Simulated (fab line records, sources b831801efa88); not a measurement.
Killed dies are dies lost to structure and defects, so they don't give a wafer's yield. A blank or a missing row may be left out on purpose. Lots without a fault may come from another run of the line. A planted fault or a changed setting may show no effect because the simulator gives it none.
Chamber matching | flow gf180mcu | GF_V2_CMP_04 on cmp-02: 4 sister chambers
The step polishes SiO2. 16 wafers are shown with their chamber, then 7 later ones without.

WAFERS WITH THEIR CHAMBER
wafer  | chamber | motor_current_A (A) | time_to_endpoint_s (s)
L305.3 | 3       | 11.4                | 84
L305.4 | 1       | 10.4                | 76
L305.6 | 2       | 13.2                | 84
L306.1 | 3       | 12.2                | 81
L306.4 | 1       | 9.9                 | 74
L306.6 | 2       | 13.1                | 88
L308.2 | 3       | 11.9                | 81
L308.3 | 0       | 11.2                | 66
L308.6 | 0       | 11.5                | 69
L310.2 | 1       | 10.3                | 73
L310.4 | 3       | 12.1                | 85
L310.6 | 2       | 13.7                | 84
L317.1 | 0       | 11.4                | 72
L317.2 | 3       | 11.9                | 84
L322.2 | 0       | 11.2                | 73
L322.5 | 0       | 12.0                | 73

SIGNATURES (means of the wafers above)
reading            | chamber 0 | chamber 1 | chamber 2 | chamber 3 | scatter within a chamber
motor_current_A    | 11.460    | 10.200    | 13.333    | 11.900    | 0.311
time_to_endpoint_s | 70.60     | 74.33     | 85.33     | 83.00     | 2.35
Rule: a wafer's distance from a chamber is the root of the sum, over the readings, of the square of ((its reading less the chamber's mean) divided by the reading's scatter). The wafer belongs to the nearest chamber; if the next one is less than 2 further off, it can't be placed. The scatter: the root of (the sum of the squares of (reading less its chamber's mean) over the shown wafers, divided by (wafers less chambers)).

WAFERS WITHOUT THEIR CHAMBER
wafer  | motor_current_A (A) | time_to_endpoint_s (s)
L322.6 | 10.2                | 77
L324.2 | 11.3                | 71
L324.3 | 12.4                | 78
L324.5 | 11.8                | 84
L327.2 | 11.7                | 87
L327.3 | 10.0                | 74
L327.4 | 13.3                | 82

WHICH CHAMBER EACH WENT THROUGH
wafer  | from the rows above          | in truth
L322.6 | 1                            | 1
L324.2 | 0                            | 0
L324.3 | can't be placed: 3 or 2 or 0 | 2
L324.5 | 3                            | 3
L327.2 | 3                            | 3
L327.3 | 1                            | 1
L327.4 | 2                            | 2
Placed correctly: 6 of 7. Can't be placed from these rows: 1 (the true chamber is among the candidates in 1). Placed wrongly: 0.
